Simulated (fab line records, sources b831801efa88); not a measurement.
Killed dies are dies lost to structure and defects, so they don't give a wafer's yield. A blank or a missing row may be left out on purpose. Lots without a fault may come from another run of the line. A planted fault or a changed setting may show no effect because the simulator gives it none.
fab line records | flow sky130
record lots=6 wafers=18 last_day=52
route steps=708 shown GATE_OXIDE@201 POLY_GATE@204 RES_PROTECT@206 PAD_OPEN@708
lots that met no fault: from a run of the same line without faults
start_h: hours from the record's first day to the start of the lot's first wafer shown | wait_h: hours since the lot's step before | " the same as in the row above | L1.1+2: a row that stands for several wafers | - no value, or no start given | * or withheld: withheld | < > ~ a bound
route shown NAME@n: a module of which the file shows steps, and the number in the route of the first | usual: mean/standard deviation of fault-free wafers | same: alike in all rows | chamber/n: place in a boat | sites: the reading at each site | _std_site: their standard deviation | _edge_site: outer sites' mean less inner sites' | radius_mm: how far each site lies from the wafer's centre | mask NAME#n: copy n | behind: the tool/chamber that last shaped the wafer | hold: why the lot was held/for how many hours/how that ended | device: the transistor (n, p or np) that didn't switch | end of line: the same wafers' tests at the end of the route | a step without rows: its recipe alone | killed: dies lost to structure and defects at the first sort, not the wafer's yield | map: a wafer's dies, x killed, . not, _ none there
set.NAME: the setting as run; set.NAME@STEP: as run at that earlier step | model.NAME: the simulator's own value behind a step, which no gauge read
lots at some steps of the route; a table a step, a row a wafer
services: from which hour (start_h, from the record's first day; less than 0 if before it) a tool's chamber was out of use, for how many hours, and why
## steps
# step SKY_GATE_OXIDE_TW_MEAS_14
# usual GATE_OXIDE_TW=223.1/2.2
# columns lot.wafer tool chamber start_h wait_h GATE_OXIDE_TW
L328.2 film_metro-01 - 254.79 0.1 222.5
L328.4 " - " " 222.9
L328.5 " - " " 222.8
L333.3 film_metro-01 - 288.89 0.1 222.9
L333.4 " - " " 222.4
L333.5 " - " " 221.3
L337.2 film_metro-02 - 317.63 0.1 223.7
L337.4 " - " " 224.2
L337.5 " - " " 223.7
L341.2 film_metro-02 - 342.51 0.1 222.6
L341.3 " - " " 222.8
L341.5 " - " " 221.3
L342.3 film_metro-01 - 352.37 0.1 220.0
L342.4 " - " " 219.6
L342.6 " - " " 221.1
L345.1 film_metro-01 - 584.00 0.1 222.6
L345.3 " - " " 223.1
L345.5 " - " " 222.3
# step SKY_GATE_OXIDE_CLEAN_15
# recipe chemistry=SC1/SC2 mix=1:4:20 temp_c=70 time_s=150 dry=n2_spin
# step SKY_GATE_OXIDE_OXIDATION_16
# recipe temp_c=800 ambient=O2 idle_temp_c=700 ramp_up_c_per_min=10 ramp_down_c_per_min=3 stabilise_s=600 purge_s=300 target_thk_a=35.7 ox_time_s=1915
# step SKY_POLY_GATE_CVD_00
# recipe material=poly-Si target_thk_nm=180 temp_c=620 time_s=720 pressure_mtorr=200
# step SKY_POLY_GATE_THK_MEAS_01
# recipe reads=poly-Si_of_POLY_GATE_CVD_00
# usual POLY_GATE_CVD_00_THK=180.4/1.8
# columns lot.wafer tool chamber start_h wait_h POLY_GATE_CVD_00_THK[nm]
L328.2 film_metro-02 - 259.24 0.0 182.7
L328.4 " - " " 182.4
L328.5 " - " " 183.3
L333.3 film_metro-04 - 297.87 0.0 177.8
L333.4 " - " " 178.3
L333.5 " - " " 180.5
L337.2 film_metro-04 - 322.50 0.0 179.7
L337.4 " - " " 178.4
L337.5 " - " " 180.4
L341.2 film_metro-01 - 345.39 0.0 182.3
L341.3 " - " " 182.5
L341.5 " - " " 181.4
L342.3 film_metro-02 - 355.55 0.0 180.0
L342.4 " - " " 179.4
L342.6 " - " " 181.1
L345.1 film_metro-04 - 587.51 0.0 182.6
L345.3 " - " " 182.7
L345.5 " - " " 180.2
# step SKY_RES_PROTECT_DEHYDRATE_00
# recipe temp_c=200 time_s=60
# step SKY_RES_PROTECT_HMDS_01
# recipe prime_time_s=60 prime_temp_c=120
# step SKY_RES_PROTECT_COAT_02
# recipe resist=NOVOLAK spin_rpm=3000 resist_thk_nm=1140
# step SKY_RES_PROTECT_SOFTBAKE_03
# recipe temp_c=90 time_s=60 resist=NOVOLAK
# step SKY_RES_PROTECT_EXPOSE_04
# recipe mask_id=RPM na=0.6 source_shape=conventional sigma_outer=0.6 polarization=unpolarized target_cd_nm=1270 dose_mj=131
# step SKY_RES_PROTECT_PEB_05
# recipe temp_c=withheld time_s=* resist=NOVOLAK
# step SKY_RES_PROTECT_DEVELOP_06
# recipe resist=NOVOLAK developer=TMAH develop_time_s=60 dev_temp_c=23
# step SKY_POLY_GATE_IMPLANT_02
# recipe species=P energy_kev=30 dose_cm2=7.7e+15 tilt_deg=0
# usual beam_on_s=37.5/1 dose_ions_cm2=7.698e+15/8e+12
# columns lot.wafer tool chamber start_h wait_h beam_on_s dose_ions_cm2
L328.2 implanter-01 0 283.74 0.1 36.7 7.699e+15
L328.4 " 0 " " 37.4 7.703e+15
L328.5 " 0 " " 37.7 7.699e+15
L333.3 implanter-02 0 321.86 0.1 36.2 7.709e+15
L333.4 " 0 " " 35.9 7.704e+15
L333.5 " 0 " " 36.3 7.708e+15
L337.2 implanter-01 0 348.78 0.1 28.2 5.653e+15
L337.4 " 0 " " 27.3 5.654e+15
L337.5 " 0 " " 27.6 5.66e+15
L341.2 implanter-01 0 373.44 0.1 26.9 5.658e+15
L341.3 " 0 " " 27.9 5.647e+15
L341.5 " 0 " " 28.1 5.649e+15
L342.3 implanter-04 0 383.91 0.1 38.4 7.687e+15
L342.4 " 0 " " 39.2 7.687e+15
L342.6 " 0 " " 38.2 7.705e+15
L345.1 implanter-02 0 614.83 0.1 35.9 7.704e+15
L345.3 " 0 " " 36.3 7.691e+15
L345.5 " 0 " " 37.1 7.693e+15
# step SKY_RES_PROTECT_STRIP_07
# recipe chemistry=O2/N2 power_w=1400 pressure_mtorr=1500 platen_temp_c=withheld o2_flow_sccm=3000 n2_flow_sccm=300 overash_fraction=0.5
# usual drypump_motor_current_A=5.8/0.32 oes_product_au=0.518/0.0049 strip_time_to_endpoint_s=23.31/0.038
# columns lot.wafer tool chamber start_h wait_h drypump_motor_current_A oes_product_au rf_hours_counter_h strip_time_to_endpoint_s
L328.2 plasma_asher-01 1 283.86 0.1 6.0 0.521 16 23.29
L328.4 " 0 " " 5.2 0.517 - 23.30
L328.5 " 0 " " 5.2 0.516 - 23.34
L333.3 plasma_asher-01 0 321.99 0.1 5.2 0.509 - 23.28
L333.4 " 1 " " 6.0 0.520 - 23.36
L333.5 " 0 " " 5.2 0.515 - 23.35
L337.2 plasma_asher-01 0 348.91 0.1 5.2 0.534 22 22.02
L337.4 " 1 " " 6.0 0.534 - 22.05
L337.5 " 0 " " 5.2 0.531 - 22.05
L341.2 plasma_asher-01 0 373.56 0.1 5.2 0.532 24 22.08
L341.3 " 0 " " 5.2 0.535 - 22.07
L341.5 " 0 " " 5.2 0.543 - 22.08
L342.3 plasma_asher-01 0 384.05 0.1 5.2 0.517 - 23.25
L342.4 " 1 " " 6.0 0.522 - 23.27
L342.6 " 0 " " 5.2 0.516 - 23.27
L345.1 plasma_asher-02 0 614.98 0.1 6.0 0.518 19 23.32
L345.3 " 0 " " 6.0 0.514 - 23.32
L345.5 " 1 " " 6.0 0.513 - 23.31
# step SKY_RES_PROTECT_TW_MEAS_08
# usual POLY_GATE_TW=4028/38
# columns lot.wafer tool chamber start_h wait_h POLY_GATE_TW
L328.2 film_metro-03 - 283.97 0.1 4089
L328.4 " - " " 4083
L328.5 " - " " 4083
L333.3 film_metro-04 - 322.08 0.1 3990
L333.4 " - " " 4013
L333.5 " - " " 4006
L337.2 film_metro-03 - 349.02 0.1 4000
L337.4 " - " " 3999
L337.5 " - " " 3980
L341.2 film_metro-02 - 373.67 0.1 3945
L341.3 " - " " 3955
L341.5 " - " " 3946
L342.3 film_metro-03 - 384.13 0.1 4079
L342.4 " - " " 4060
L342.6 " - " " 4083
L345.1 film_metro-02 - 615.08 0.1 4026
L345.3 " - " " 4033
L345.5 " - " " 4023
# step SKY_PAD_OPEN_PROBE_99
# usual killed_at_M0_to_M3=43/7 killed_at_M4_up=2.7/1.6 killed_at_contacts=24/5.3 killed_at_front_end=16/4.6 killed_at_other=0.3/0.53 killed_dies=86/9.3 killed_open=47/6.9 killed_short=38/6.1
# same gross_dies=492 killed_at_back_side=0
# columns lot.wafer tool chamber start_h wait_h killed_at_M0_to_M3 killed_at_M4_up killed_at_contacts killed_at_front_end killed_at_other killed_dies killed_open killed_short model.etest.res_poly.line_ohm_um model.etest.licon_poly.rc_ohm model.etest.res_poly.rs_ohm_sq model.etest.res_poly.rs_ohm_sq_range
L328.2 prober-01 - 1040.56 0.1 50 1 23 14 0 88 45 43 499.5 146.2 47.33 1.532
L328.4 prober-01 - 1040.66 0.2 41 2 32 13 1 89 53 35 517.8 154.3 47.45 1.794
L328.5 prober-01 - 1040.71 0.2 55 2 21 22 0 100 60 38 511.1 149 46.9 1.233
L333.3 prober-02 - 1057.81 0.2 35 2 26 16 0 79 43 36 516.7 147.7 48.52 0.7284
L333.4 prober-02 - 1057.86 0.2 59 3 26 13 0 101 54 47 509.3 153.9 49.24 0.7236
L333.5 prober-02 - 1057.91 0.2 36 6 33 18 0 93 53 40 517.7 149 47.85 0.9825
L337.2 prober-02 - 1078.86 0.1 41 3 29 13 0 86 43 43 665.4 226.4 63.27 3.688
L337.4 prober-02 - 1078.96 0.2 48 3 19 11 1 82 44 38 683.8 215.3 62.99 3.377
L337.5 prober-02 - 1079.01 0.2 51 3 26 14 0 94 57 37 666.8 217.5 63.48 3.844
L341.2 prober-01 - 1098.96 0.1 41 4 25 9 0 79 46 33 674.4 235.2 63.08 1.908
L341.3 prober-01 - 1099.01 0.2 52 3 23 10 0 88 45 43 673.1 223.7 62.77 1.774
L341.5 prober-01 - 1099.11 0.2 43 1 29 11 0 84 49 35 673.5 224.3 62.93 2.349
L342.3 prober-02 - 1103.96 0.2 48 2 28 16 0 94 58 36 540 147.5 48.49 0.6403
L342.4 prober-02 - 1104.01 0.2 40 2 26 16 0 84 45 39 534 151.3 48.73 0.8163
L342.6 prober-02 - 1104.11 0.2 37 3 27 17 0 84 46 38 519.6 155.9 48.03 1.64
L345.1 prober-02 - 1240.62 0.1 48 6 30 17 1 102 63 39 523.1 148.8 47.68 1.224
L345.3 prober-02 - 1240.72 0.2 42 4 15 19 0 80 46 34 527.3 153.2 46.82 1.89
L345.5 prober-02 - 1240.82 0.2 51 2 32 10 0 95 55 40 524.7 148.7 47.75 1.59
# killed by level:class
L328.2 METAL2:geometric_particle:short=10 LI_CONTACT:geometric_particle:open=9 VIA3:geometric_particle:open=8 FIELD_ISO:geometric_particle:short=6 VIA2:geometric_particle:open=5 VIA1:geometric_particle:open=5 METAL2:geometric_particle:open=5 CONTACT:geometric_particle:open=5
L328.4 CONTACT:geometric_particle:open=13 LI_CONTACT:geometric_particle:open=11 VIA1:geometric_particle:open=11 VIA3:geometric_particle:open=8 METAL1:geometric_particle:short=7 FIELD_ISO:geometric_particle:open=5 POLY_GATE:geometric_particle:short=4 LOCAL_INTERCONNECT:geometric_particle:short=4
L328.5 VIA1:geometric_particle:open=19 FIELD_ISO:geometric_particle:open=8 LI_CONTACT:geometric_particle:open=7 CONTACT:geometric_particle:open=7 FIELD_ISO:geometric_particle:short=6 METAL1:geometric_particle:short=6 VIA2:geometric_particle:open=6 METAL2:geometric_particle:short=5
L333.3 VIA1:geometric_particle:open=9 CONTACT:geometric_particle:open=8 LI_CONTACT:geometric_particle:open=7 CONTACT:geometric_particle:short=6 FIELD_ISO:geometric_particle:short=5 VIA2:geometric_particle:open=5 VIA1:geometric_particle:short=4 VIA3:geometric_particle:short=4
L333.4 VIA1:geometric_particle:open=15 METAL2:geometric_particle:short=10 CONTACT:geometric_particle:open=9 VIA3:geometric_particle:open=7 METAL1:geometric_particle:short=6 LI_CONTACT:geometric_particle:open=6 CONTACT:geometric_particle:short=6 VIA2:geometric_particle:open=6
L333.5 CONTACT:geometric_particle:open=13 VIA1:geometric_particle:open=11 POLY_GATE:geometric_particle:short=7 LI_CONTACT:geometric_particle:short=7 LI_CONTACT:geometric_particle:open=7 POLY_GATE:geometric_particle:open=6 METAL2:geometric_particle:short=6 CONTACT:geometric_particle:short=5
L337.2 LI_CONTACT:geometric_particle:open=10 VIA1:geometric_particle:open=9 METAL2:geometric_particle:short=7 LI_CONTACT:geometric_particle:short=6 LOCAL_INTERCONNECT:geometric_particle:short=6 POLY_GATE:geometric_particle:short=5 CONTACT:geometric_particle:open=5 VIA3:geometric_particle:open=5
L337.4 METAL2:geometric_particle:short=9 VIA1:geometric_particle:open=9 VIA3:geometric_particle:open=9 LI_CONTACT:geometric_particle:open=6 VIA2:geometric_particle:open=6 CONTACT:geometric_particle:open=5 METAL1:geometric_particle:short=5 LI_CONTACT:geometric_particle:short=4
L337.5 VIA1:geometric_particle:open=12 LI_CONTACT:geometric_particle:open=10 VIA3:geometric_particle:open=9 VIA2:geometric_particle:open=8 CONTACT:geometric_particle:open=7 METAL2:geometric_particle:short=7 LI_CONTACT:geometric_particle:short=4 METAL1:geometric_particle:short=4
L341.2 VIA1:geometric_particle:open=10 LI_CONTACT:geometric_particle:open=9 CONTACT:geometric_particle:open=8 METAL1:geometric_particle:short=6 VIA3:geometric_particle:open=6 VIA2:geometric_particle:open=5 LOCAL_INTERCONNECT:geometric_particle:short=4 VIA3:geometric_particle:short=4
L341.3 VIA1:geometric_particle:open=12 CONTACT:geometric_particle:open=7 LI_CONTACT:geometric_particle:open=6 VIA1:geometric_particle:short=6 VIA2:geometric_particle:open=6 VIA3:geometric_particle:open=6 METAL2:geometric_particle:short=5 CONTACT:geometric_particle:short=4
L341.5 VIA1:geometric_particle:open=14 LI_CONTACT:geometric_particle:open=9 CONTACT:geometric_particle:open=9 METAL1:geometric_particle:short=6 CONTACT:geometric_particle:short=5 VIA1:geometric_particle:short=5 FIELD_ISO:geometric_particle:short=4 LOCAL_INTERCONNECT:geometric_particle:short=4
L342.3 VIA3:geometric_particle:open=14 VIA1:geometric_particle:open=12 CONTACT:geometric_particle:open=11 LI_CONTACT:geometric_particle:open=8 VIA2:geometric_particle:open=6 POLY_GATE:geometric_particle:short=5 METAL2:geometric_particle:short=5 POLY_GATE:geometric_particle:open=4
L342.4 CONTACT:geometric_particle:open=10 CONTACT:geometric_particle:short=9 METAL1:geometric_particle:short=8 VIA1:geometric_particle:short=7 VIA1:geometric_particle:open=7 FIELD_ISO:geometric_particle:open=6 VIA3:geometric_particle:open=5 LI_CONTACT:geometric_particle:open=4
L342.6 LI_CONTACT:geometric_particle:open=11 CONTACT:geometric_particle:open=11 VIA3:geometric_particle:open=7 FIELD_ISO:geometric_particle:short=5 VIA2:geometric_particle:open=5 POLY_GATE:geometric_particle:short=5 METAL3:geometric_particle:short=5 METAL1:geometric_particle:short=4
L345.1 VIA1:geometric_particle:open=12 LI_CONTACT:geometric_particle:open=11 CONTACT:geometric_particle:open=11 VIA2:geometric_particle:open=7 METAL1:geometric_particle:short=6 VIA1:geometric_particle:short=6 VIA3:geometric_particle:open=6 POLY_GATE:geometric_particle:open=5
L345.3 VIA1:geometric_particle:open=10 LI_CONTACT:geometric_particle:open=9 FIELD_ISO:geometric_particle:open=6 POLY_GATE:geometric_particle:short=6 VIA3:geometric_particle:open=6 METAL2:geometric_particle:short=5 METAL1:geometric_particle:short=5 VIA2:geometric_particle:open=4
L345.5 LI_CONTACT:geometric_particle:open=13 VIA1:geometric_particle:open=11 CONTACT:geometric_particle:open=9 METAL1:geometric_particle:short=8 LI_CONTACT:geometric_particle:short=6 METAL2:geometric_particle:short=6 VIA3:geometric_particle:open=5 FIELD_ISO:geometric_particle:open=4
## services
# columns tool chamber start_h hours kind
implanter-04 - 271.72 43.5 repair
implanter-01 - 284.88 5.4 pm
plasma_asher-01 - 289.19 3.2 repair
plasma_asher-02 - 297.63 0.9 repair
plasma_asher-01 - 309.74 2.8 pm
implanter-04 - 319.39 18.0 pm
plasma_asher-01 - 325.94 1.8 repair
plasma_asher-02 - 337.01 1.3 repair
implanter-04 - 350.41 1.7 repair
plasma_asher-02 - 352.14 0.8 repair
implanter-02 - 379.00 3.0 repair
plasma_asher-01 - 397.89 1.1 repair
plasma_asher-02 - 421.25 9.0 pm
plasma_asher-02 0 421.25 9.0 vent_cycle
plasma_asher-02 1 421.25 9.0 vent_cycle
implanter-04 - 427.77 4.9 pm
implanter-04 - 433.36 6.3 repair
implanter-02 - 434.62 3.8 repair
implanter-04 - 501.28 2.1 repair
implanter-04 - 522.84 5.0 pm
implanter-04 - 535.39 1.6 repair
implanter-02 - 538.35 29.4 repair
plasma_asher-02 - 540.70 2.6 repair
plasma_asher-01 - 570.89 39.0 repair
## key
first_sign step=SKY_POLY_GATE_IMPLANT_02 reading=dose_ions_cm2 direction=down sigmas=99+ usual=* struck=*
effect step=SKY_POLY_GATE_IMPLANT_02 reading=beam_on_s direction=down sigmas=9.6 usual=37.5 struck=27.7
effect step=SKY_RES_PROTECT_STRIP_07 reading=strip_time_to_endpoint_s direction=down sigmas=33 usual=* struck=*
effect step=SKY_RES_PROTECT_TW_MEAS_08 reading=POLY_GATE_TW direction=down sigmas=1.5 usual=4028 struck=3971
model_effect step=SKY_PAD_OPEN_PROBE_99 value=etest.res_poly.line_ohm_um without=509.7 struck=672.8
met_at SKY_POLY_GATE_IMPLANT_02
struck_wafers L337.2,L337.4,L337.5,L341.2,L341.3,L341.5
tester_left_out L337,L341
onset_between 283.74 348.78
fault kind=process_parameter_drift tool=implanter-01 chamber=- onset_h=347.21 steps=SKY_POLY_GATE_IMPLANT_02 channel=dose_cm2 offset=* shape=step end_h=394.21 acts_in=* stated=*
# tester_left_out: of these lots the tester's yield and bins aren't shown, on N5 and GAA mostly nor the transistor test; their killed dies are dies lost to structure and defects alone, not to doping, threshold or leakage, so they don't give the yield
